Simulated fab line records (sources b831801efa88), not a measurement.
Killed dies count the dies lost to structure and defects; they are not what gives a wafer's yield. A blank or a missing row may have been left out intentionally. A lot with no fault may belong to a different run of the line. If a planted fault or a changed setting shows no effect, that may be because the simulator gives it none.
Problem report, 8D (eight disciplines) form, completed by code ; flow gf180mcu ; the parts of the form that need people (team, actions taken, sign-off) are left out

## 1. THE ISSUE
Across 9 wafers from 3 lots, LVPWELL_RS at GF_VT_IMPLANT_RS_MEAS_48 averages 1112 ohm/sq, while fault-free wafers read 1197 ohm/sq with a standard deviation of 3.3. That puts it -26 standard deviations away from the usual mean.
The step: measures by four-point-probe.
Seen first at day 9 14:59 on film_metro-04, wafer L181.2. At this step, 42 wafers from 14 lots have a number in the record. Rule for "out", or "out of limits": more than 4 standard deviations from the usual mean. All remaining wafers that have a number are taken as sound.

## 2. WHAT IT IS, AND WHAT IT ISN'T
question;is;is not
which readings at this step;LVPWELL_RS;-
which lots;L181, L185, L186;L173, L174, L175, L176, L178, L188, L190, L191, L194, L195, L196
which wafers of those lots;all that have a number;-
read on which gauges;film_metro-02, film_metro-04;film_metro-03
when;from day 9 14:59;"up to then (15 sound wafers); but 18 sound wafers of L188, L190, L191, L194, L195, L196 came after"

## 3. WHAT RULES OUT EACH SUSPECT
Counting: a tool stays on the suspect list if, at a process step up to the reading, it processed all lots that are out and no sound lot following the first of them.
- the gauge at GF_VT_IMPLANT_RS_MEAS_48 has been ruled out. 2 gauges (film_metro-02, film_metro-04) read the wafers that are out.
- implanter-04 at GF_LVPWELL_IMPLANT_09: kept. All lots that are out passed through it, beginning with L181 at day 5 18:37, and no sound lot followed; its final sound lot before that point was L178 at day 5 00:08. Its own readings are out on those wafers: dose_ions_cm2, faraday_current_uA.
Left after counting: implanter-04 at GF_LVPWELL_IMPLANT_09.

## 4. THE CAUSE (what the simulator had put in)
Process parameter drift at GF_LVPWELL_IMPLANT_09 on implanter-04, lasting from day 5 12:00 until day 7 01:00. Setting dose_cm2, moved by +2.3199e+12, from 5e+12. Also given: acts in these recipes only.
Counting left only this tool.

## 5. THE EFFECT CHAIN, in route order
Rows list readings where the struck wafers' mean (over those with a number) sits beyond 3 standard deviations from the usual. Readings are gone through only where the record gives a usual standard deviation; hours: the median, over the lots, of the time from a lot's start at the first step in this table giving one to that lot's start at this step; sigmas: the change measured in usual standard deviations.
hours;step;reading;usual;on struck wafers;change;sigmas
0;GF_LVPWELL_IMPLANT_09;dose_ions_cm2;5.001e+12;7.322e+12;+2.321e+12;+99 or more
0;GF_LVPWELL_IMPLANT_09;faraday_current_uA;28.2;40.6;+12.4;+20
99;GF_VT_IMPLANT_RS_MEAS_48;LVPWELL_RS;1197 ohm/sq;1112;-85;-26
Process steps it contains:
- GF_LVPWELL_IMPLANT_09
Later measuring or inspecting steps at which every struck wafer that the step has a row for has a number for every such reading, and none has moved that far: GF_HV_LDD_CD_MEAS_31.

## 6. HOW IT WOULD HAVE BEEN CAUGHT EARLIER
The first out-of-limits reading at a measuring or inspecting step in this record came at day 9 14:59, 99 hours after the fault's start at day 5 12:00.
At GF_LVPWELL_IMPLANT_09, the tool's own readings (dose_ions_cm2, faraday_current_uA) were out on each struck wafer the step has a row for, so an alarm limit on them would have fired on the first such wafer.
By day 9 14:59 the whole set of lots that are out, 3 in number, had already begun GF_LVPWELL_IMPLANT_09 on implanter-04. Tool hold at that time: it would have spared none of them.
